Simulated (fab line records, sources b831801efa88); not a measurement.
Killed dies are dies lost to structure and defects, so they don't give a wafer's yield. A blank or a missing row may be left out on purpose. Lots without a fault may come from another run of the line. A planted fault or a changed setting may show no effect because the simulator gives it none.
fab line records | flow sky130
record lots=7 wafers=21 last_day=51
route steps=708 shown FIELD_ISO@11
lots that met no fault: from a run of the same line without faults
start_h: hours from the record's first day to the start of the lot's first wafer shown | wait_h: hours since the lot's step before | " the same as in the row above | L1.1+2: a row that stands for several wafers | - no value, or no start given | * or withheld: withheld | < > ~ a bound
route shown NAME@n: a module of which the file shows steps, and the number in the route of the first | usual: mean/standard deviation of fault-free wafers | same: alike in all rows | chamber/n: place in a boat | sites: the reading at each site | _std_site: their standard deviation | _edge_site: outer sites' mean less inner sites' | radius_mm: how far each site lies from the wafer's centre | mask NAME#n: copy n | behind: the tool/chamber that last shaped the wafer | hold: why the lot was held/for how many hours/how that ended | device: the transistor (n, p or np) that didn't switch | end of line: the same wafers' tests at the end of the route | a step without rows: its recipe alone | killed: dies lost to structure and defects at the first sort, not the wafer's yield | map: a wafer's dies, x killed, . not, _ none there
set.NAME: the setting as run; set.NAME@STEP: as run at that earlier step | model.NAME: the simulator's own value behind a step, which no gauge read
lots at some steps of the route; a table a step, a row a wafer
services: from which hour (start_h, from the record's first day; less than 0 if before it) a tool's chamber was out of use, for how many hours, and why
## steps
# step SKY_FIELD_ISO_EXPOSE_10
# recipe mask_id=FOM na=0.68 source_shape=annular sigma_inner=0.4 sigma_outer=0.8 target_cd_nm=150 dose_mj=28
# step SKY_FIELD_ISO_PEB_11
# recipe peb_temp_c=withheld peb_time_s=withheld resist=KrF-thick
# step SKY_FIELD_ISO_DEVELOP_12
# recipe develop_time_s=60 resist=KrF-thick dev_temp_c=21
# step SKY_FIELD_ISO_CD_MEAS_13
# recipe target_cd_nm=150
# usual cd_nm=149.8/1.8
# columns lot.wafer tool chamber start_h wait_h cd_nm
L189.2 cd_sem-01 - 36.22 - 151.7
L189.5 " - " " 151.0
L189.6 " - " " 150.0
L199.4 cd_sem-01 - 87.31 - 149.8
L199.5 " - " " 150.5
L199.6 " - " " 149.7
L201.3 cd_sem-01 - 97.39 - 153.5
L201.4 " - " " 153.6
L201.6 " - " " 152.1
L202.1 cd_sem-01 - 104.82 - 149.6
L202.2 " - " " 147.7
L202.4 " - " " 149.3
L203.1 cd_sem-02 - 110.42 - 149.0
L203.4 " - " " 149.1
L203.5 " - " " 149.6
L206.1 cd_sem-02 - 123.92 - 148.2
L206.2 " - " " 148.4
L206.6 " - " " 147.9
L211.1 cd_sem-01 - 148.25 - 148.6
L211.4 " - " " 146.5
L211.5 " - " " 148.1
# step SKY_FIELD_ISO_ETCH_14
# recipe chemistry=N2/H2 target=BARC ion_energy_ev=200 source_w=500 bias_w=100 pressure_mtorr=30 n2_flow_sccm=100 h2_flow_sccm=200 stop_on=SiO2 time_s=45.9 target_depth_a=600
# usual drypump_motor_current_A=5.7/0.53 oes_product_au=0.854/0.0048 rf_fwd_power_W=494.7/2.2 throttle_valve_pct=13.224/0.0086
# columns lot.wafer tool chamber start_h wait_h drypump_motor_current_A oes_product_au rf_fwd_power_W rf_hours_counter_h throttle_valve_pct
L189.2 rie_diel-01 0 36.32 0.1 5.9 0.852 493.4 113 13.231
L189.5 " 0 " " 5.9 0.853 492.9 - 13.221
L189.6 " 3 " " 5.3 0.840 495.3 - 13.233
L199.4 rie_diel-04 0 87.37 0.0 6.2 0.848 495.4 112 13.241
L199.5 " 2 " " 4.9 0.845 490.6 - 13.224
L199.6 " 3 " " 6.3 0.856 494.3 - 13.208
L201.3 rie_diel-01 3 97.47 0.1 5.2 0.858 497.9 145 13.231
L201.4 " 2 " " 4.8 0.852 492.8 41 13.216
L201.6 " 2 " " 4.8 0.858 493.7 - 13.230
L202.1 rie_diel-03 0 104.94 0.1 5.2 0.856 495.3 1 13.233
L202.2 " 3 " " 5.4 0.852 491.6 151 13.218
L202.4 " 3 " " 5.4 0.848 491.6 - 13.230
L203.1 rie_diel-01 0 110.54 0.1 5.9 0.853 494.1 115 13.222
L203.4 " 1 " " 6.5 0.857 493.7 79 13.221
L203.5 " 3 " " 5.3 0.855 495.6 - 13.223
L206.1 rie_diel-01 0 124.04 0.1 5.9 0.855 492.7 115 13.235
L206.2 " 3 " " 5.3 0.853 496.5 146 13.215
L206.6 " 0 " " 5.9 0.857 495.5 - 13.218
L211.1 rie_diel-01 1 148.37 0.1 6.6 0.854 494.3 80 13.205
L211.4 " 2 " " 4.8 0.845 493.5 42 13.221
L211.5 " 0 " " 5.9 0.841 491.8 - 13.227
# step SKY_FIELD_ISO_ETCH_15
# recipe chemistry=CHF3/O2 target_depth_nm=180 stop_on=Si source_w=600 bias_w=200 pressure_mtorr=40 chf3_flow_sccm=50 O2_flow_sccm=5 time_s=72
# usual drypump_motor_current_A=5.7/0.53 oes_product_au=0.947/0.0075 rf_fwd_power_W=595.7/2.4 throttle_valve_pct=8.843/0.0099
# columns lot.wafer tool chamber start_h wait_h drypump_motor_current_A oes_product_au rf_fwd_power_W rf_hours_counter_h throttle_valve_pct
L189.2 rie_diel-01 0 36.36 0.0 5.9 0.948 594.2 113 8.846
L189.5 " 0 " " 5.9 0.938 593.8 - 8.846
L189.6 " 3 " " 5.2 0.944 600.0 - 8.831
L199.4 rie_diel-04 0 87.41 0.0 6.2 0.945 596.6 112 8.833
L199.5 " 2 " " 4.9 0.948 590.1 - 8.853
L199.6 " 3 " " 6.3 0.945 594.2 - 8.830
L201.3 rie_diel-01 3 97.51 0.0 5.3 0.954 601.2 145 8.840
L201.4 " 2 " " 4.8 0.955 597.9 41 8.862
L201.6 " 2 " " 4.8 0.950 598.6 - 8.843
L202.1 rie_diel-03 0 104.98 0.0 5.2 0.945 596.6 1 8.842
L202.2 " 3 " " 5.4 0.943 594.1 152 8.844
L202.4 " 3 " " 5.4 0.945 594.6 - 8.842
L203.1 rie_diel-01 0 110.58 0.0 5.9 0.959 596.4 115 8.842
L203.4 " 1 " " 6.6 0.951 593.2 79 8.848
L203.5 " 3 " " 5.3 0.950 597.7 - 8.836
L206.1 rie_diel-01 0 124.08 0.0 5.9 0.943 595.3 115 8.849
L206.2 " 3 " " 5.3 0.937 594.9 146 8.843
L206.6 " 0 " " 5.9 0.937 596.7 - 8.845
L211.1 rie_diel-01 1 148.41 0.0 6.6 0.949 598.2 80 8.849
L211.4 " 2 " " 4.8 0.949 598.3 42 8.821
L211.5 " 0 " " 5.9 0.941 591.3 - 8.832
# step SKY_FIELD_ISO_STRIP_16
# recipe chemistry=O2/N2 power_w=1400 pressure_mtorr=1500 platen_temp_c=withheld o2_flow_sccm=3000 n2_flow_sccm=300 overash_fraction=0.5
# usual drypump_motor_current_A=5.6/0.38 oes_product_au=0.375/0.0043 strip_time_to_endpoint_s=3.485/0.028
# columns lot.wafer tool chamber start_h wait_h drypump_motor_current_A oes_product_au rf_hours_counter_h strip_time_to_endpoint_s
L189.2 plasma_asher-02 0 36.42 0.0 5.7 0.371 24 3.460
L189.5 " 1 " " 6.1 0.378 - 3.461
L189.6 " 0 " " 5.6 0.377 - 3.443
L199.4 plasma_asher-03 0 87.50 0.1 5.3 0.371 - 3.477
L199.5 " 0 " " 5.3 0.372 - 3.453
L199.6 " 1 " " 5.2 0.374 - 3.474
L201.3 plasma_asher-04 0 97.60 0.1 5.6 0.374 - 3.518
L201.4 " 1 " " 6.3 0.367 - 3.515
L201.6 " 1 " " 6.3 0.384 - 3.546
L202.1 plasma_asher-04 0 105.04 0.0 5.6 0.374 40 3.432
L202.2 " 1 " " 6.3 0.378 40 3.473
L202.4 " 1 " " 6.3 0.377 - 3.445
L203.1 plasma_asher-02 0 110.64 0.0 5.6 0.372 31 3.458
L203.4 " 0 " " 5.6 0.374 - 3.476
L203.5 " 0 " " 5.6 0.377 - 3.461
L206.1 plasma_asher-04 0 124.14 0.0 5.6 0.372 42 3.491
L206.2 " 1 " " 6.3 0.375 42 3.481
L206.6 " 0 " " 5.6 0.374 - 3.478
L211.1 plasma_asher-02 1 148.47 0.0 6.1 0.377 35 3.492
L211.4 " 1 " " 6.1 0.379 - 3.506
L211.5 " 0 " " 5.6 0.376 - 3.501
# step SKY_FIELD_ISO_ETCH_17
# recipe target_depth_a=3420 mask_material=Si3N4 chemistry=HBr/Cl2/O2 target=Si taper_deg=5 icp_w=600 bias_w=150 pressure_mtorr=15 HBr_flow_sccm=150 Cl2_flow_sccm=40 O2_flow_sccm=6 time_s=101
# usual drypump_motor_current_A=5.9/0.45 oes_product_au=0.996/0.0086 throttle_valve_pct=25.659/0.012
# columns lot.wafer tool chamber start_h wait_h drypump_motor_current_A oes_product_au rf_hours_counter_h throttle_valve_pct
L189.2 rie_si-01 1 36.52 0.1 5.9 0.991 1 25.663
L189.5 " 1 " " 5.9 0.995 - 25.655
L189.6 " 3 " " 5.7 0.986 - 25.675
L199.4 rie_si-02 0 87.57 0.0 6.0 1.009 68 25.652
L199.5 " 3 " " 5.4 0.989 - 25.673
L199.6 " 2 " " 6.2 0.986 - 25.672
L201.3 rie_si-02 1 97.67 0.0 5.0 1.006 122 25.653
L201.4 " 2 " " 6.2 0.995 6 25.649
L201.6 " 3 " " 5.4 0.983 - 25.668
L202.1 rie_si-01 2 105.14 0.1 6.6 0.997 1 25.651
L202.2 " 1 " " 5.9 0.992 1 25.661
L202.4 " 1 " " 5.9 0.995 - 25.663
L203.1 rie_si-02 1 110.74 0.1 5.0 1.005 122 25.661
L203.4 " 2 " " 6.2 0.995 6 25.653
L203.5 " 2 " " 6.2 0.989 - 25.673
L206.1 rie_si-01 0 124.24 0.1 6.1 1.012 138 25.640
L206.2 " 2 " " 6.6 1.005 1 25.653
L206.6 " 2 " " 6.6 1.004 - 25.657
L211.1 rie_si-02 1 148.57 0.1 5.0 0.991 122 25.656
L211.4 " 0 " " 6.0 0.991 68 25.643
L211.5 " 0 " " 6.0 0.987 - 25.669
# step SKY_FIELD_ISO_WET_ETCH_18
# recipe chemistry=H3PO4 target_depth_nm=25 temp_c=160 target=Si3N4 time_s=286
# step SKY_FIELD_ISO_CLEAN_19
# recipe chemistry=SC1/SC2 mix=1:4:20 temp_c=70 time_s=150
# step SKY_FIELD_ISO_CLEAN_20
# recipe chemistry=dHF time_s=20 dilution=100:1
# step SKY_FIELD_ISO_WET_ETCH_21
# recipe chemistry=dHF dilution=100:1 target_depth_nm=20 dry=ipa_marangoni target=SiO2 temp_c=25 time_s=400
# step SKY_FIELD_ISO_OXIDATION_22
# recipe temp_c=950 ambient=O2 stabilise_s=600 purge_s=300 target_thk_a=100 ox_time_s=623
# usual ox_temp_c=949.9/0.47 ox_temp_c_max=953.3/1.3 spike_tc_centre_C=950.7/1.3 zone_power_bottom_pct=29.8/0.76
# columns lot.wafer tool chamber start_h wait_h ox_temp_c ox_temp_c_max spike_tc_centre_C zone_power_bottom_pct
L189.2 furnace-02 0 36.88 0.0 950.6 953.1 948.6 29.5
L189.5 " 0 " " 950.1 952.2 950.0 30.0
L189.6 " 0 " " 949.9 952.3 952.5 30.8
L199.4 furnace-01 0 88.84 0.9 950.3 954.5 953.1 29.0
L199.5 " 0 " " 949.6 953.7 952.6 28.7
L199.6 " 0 " " 949.7 954.7 951.8 28.4
L201.3 furnace-01 - 98.71 0.7 - - - -
L201.4 " - " " - - - -
L201.6 " - " " - - - -
L202.1 furnace-02 - 106.63 1.2 - - - -
L202.2 " - " " - - - -
L202.4 " - " " - - - -
L203.1 furnace-02 - 112.47 1.4 - - - -
L203.4 " - " " - - - -
L203.5 " - " " - - - -
L206.1 furnace-01 0 124.60 0.0 950.0 955.7 951.1 28.8
L206.2 " 0 " " 949.9 954.4 951.2 29.6
L206.6 " 0 " " 950.2 955.1 950.5 28.6
L211.1 furnace-02 0 149.96 1.0 950.6 954.0 950.8 30.6
L211.4 " 0 " " 951.0 953.8 951.1 30.5
L211.5 " 0 " " 951.0 954.1 949.6 31.0
# step SKY_FIELD_ISO_CVD_24
# recipe material=SiO2 target_thk_nm=595 temp_c=650 sigma_open_frac=0.3 time_s=99.2 sih4_flow_sccm=60 pressure_mtorr=6
## services
# columns tool chamber start_h hours kind
furnace-01 - 16.63 4.7 pm
rie_si-02 - 20.18 0.3 repair
rie_si-02 - 22.86 14.6 pm
rie_si-01 2 30.84 - clean
rie_si-01 2 30.84 19.2 scheduled_down
rie_diel-03 - 39.50 0.7 repair
plasma_asher-03 - 43.39 1.1 repair
furnace-02 - 51.59 7.2 pm
rie_diel-01 2 52.04 8.0 repair
rie_diel-04 0 61.51 17.6 repair
plasma_asher-04 - 65.12 2.8 pm
furnace-02 - 68.45 3.3 pm
rie_diel-01 1 88.43 3.8 repair
rie_si-01 0 97.13 9.7 repair
rie_diel-03 2 100.54 10.5 repair
plasma_asher-03 - 108.75 9.0 pm
rie_diel-01 - 112.99 2.8 pm
rie_diel-04 2 116.11 15.8 repair
plasma_asher-02 - 123.05 1.7 repair
rie_si-02 3 123.11 14.1 repair
plasma_asher-02 - 125.45 3.9 repair
rie_diel-03 0 129.60 4.4 repair
furnace-01 - 144.69 3.8 pm
plasma_asher-04 - 144.76 23.9 pm
## key
first_sign step=SKY_FIELD_ISO_OXIDATION_22 reading=tool_record direction=missing
effect none on later readings
met_at SKY_FIELD_ISO_OXIDATION_22
struck_wafers L201.3,L201.4,L201.6,L202.1,L202.2,L202.4,L203.1,L203.4,L203.5
later_rows_left_out L201.3,L201.4,L201.6,L202.1,L202.2,L202.4,L203.1,L203.4,L203.5
sort_left_out L201.3,L201.4,L201.6,L202.1,L202.2,L202.4,L203.1,L203.4,L203.5
tester_left_out L201,L202,L203
onset_between 88.84 98.71
fault kind=skipped_step_whole tool=furnace-01,furnace-02 chamber=- onset_h=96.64 steps=SKY_FIELD_ISO_OXIDATION_22 scope=struck_lots_only
# tester_left_out: of these lots the tester's yield and bins aren't shown, on N5 and GAA mostly nor the transistor test; their killed dies are dies lost to structure and defects alone, not to doping, threshold or leakage, so they don't give the yield
# sort_left_out: the simulated sort isn't trusted on such a fault, so these wafers' sort isn't shown, and their yield isn't known
# later_rows_left_out: the simulator's readings of these wafers behind a module that went badly wrong aren't trusted and aren't shown, but for the sort
